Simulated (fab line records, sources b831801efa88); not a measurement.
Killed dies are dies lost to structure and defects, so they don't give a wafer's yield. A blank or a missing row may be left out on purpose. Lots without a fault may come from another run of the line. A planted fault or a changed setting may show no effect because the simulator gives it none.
One fault seen from 2 desks | flow sky130 | each desk has only its own numbers; what lay behind them comes last

THE METROLOGY DESK
What the gauges read, lot by lot, whatever tool the lot ran on: means of the sampled wafers that have a number. A lot is out of limits, marked OUT, if its mean lies more than 4 standard deviations from the usual mean; the brackets give that distance.
Columns: A = cd_nm at SKY_FIELD_ISO_CD_MEAS_13, usual 149.8 nm; B = FIELD_ISO_OXIDATION_01_THK at SKY_FIELD_ISO_THK_MEAS_23, usual 10.02 nm; C = FIELD_ISO_CVD_24_THK at SKY_FIELD_ISO_THK_MEAS_25, usual 597 nm
lot  | first seen here | A     | B     | C
L299 | day 2 06:05     | 149.4 | 10.02 | 591
L300 | day 2 08:59     | 149.1 | 10.19 | 606
L301 | day 2 16:57     | 149.4 | 10.11 | 597
L303 | day 3 01:59     | 149.9 | 10.40 | 592
L304 | day 3 06:36     | 150.4 | 10.23 | 597
L307 | day 3 22:50     | 151.4 | 10.31 | 598
L310 | day 4 16:14     | 148.6 | 9.81  | 591
L311 | day 4 19:59     | 150.7 | 9.97  | 605
L315 | day 5 15:52     | 150.8 | 9.88  | 780 (+30) OUT
L316 | day 5 21:11     | 151.7 | 9.60  | 777 (+30) OUT
L320 | day 6 17:44     | 148.1 | 10.28 | 606
L322 | day 7 06:14     | 148.4 | 10.06 | 601
This desk's finding: out of limits on L315, L316; first on L315, day 5 20:28 (FIELD_ISO_CVD_24_THK at SKY_FIELD_ISO_THK_MEAS_25). In limits: L299, L300, L301, L303, L304, L307, L310, L311, L320, L322.

THE TOOL OWNER'S DESK: hdpcvd-01
The tool's own readings at SKY_FIELD_ISO_CVD_24 (deposits SiO2, target thk 595 nm, time 99.2 s): means of the sampled wafers that have a number, for each lot that ran on this tool. A lot is out of limits, marked OUT, if its mean lies more than 4 standard deviations from the usual mean; the brackets give that distance.
Columns: A = sih4_flow_sccm at SKY_FIELD_ISO_CVD_24, usual 59.98 sccm
lot  | first seen here | A
L300 | day 2 10:50     | 60.22
L301 | day 2 19:07     | 59.99
L303 | day 3 04:30     | 60.07
L304 | day 3 13:27     | 59.96
L310 | day 4 18:07     | 60.03
L315 | day 5 20:23     | 59.97
L316 | day 6 00:31     | 59.87
This desk's finding: nothing out of limits on any of the 7 lots.

PUT TOGETHER
The metrology desk could have raised an alarm at day 5 20:28, on L315, L316.
The tool owner's desk saw nothing out of limits.
The tool owner's desk has L315, L316 on record, within its limits.
Of the lots named, all ran SKY_FIELD_ISO_CVD_24 on hdpcvd-01.

WHAT THE SIMULATOR HAD PUT IN
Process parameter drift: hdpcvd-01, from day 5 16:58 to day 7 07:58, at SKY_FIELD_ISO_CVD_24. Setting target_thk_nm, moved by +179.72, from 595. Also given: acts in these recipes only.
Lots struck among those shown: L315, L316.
Hours from the fault's start to each desk's first reading out of limits: the metrology desk, 4.
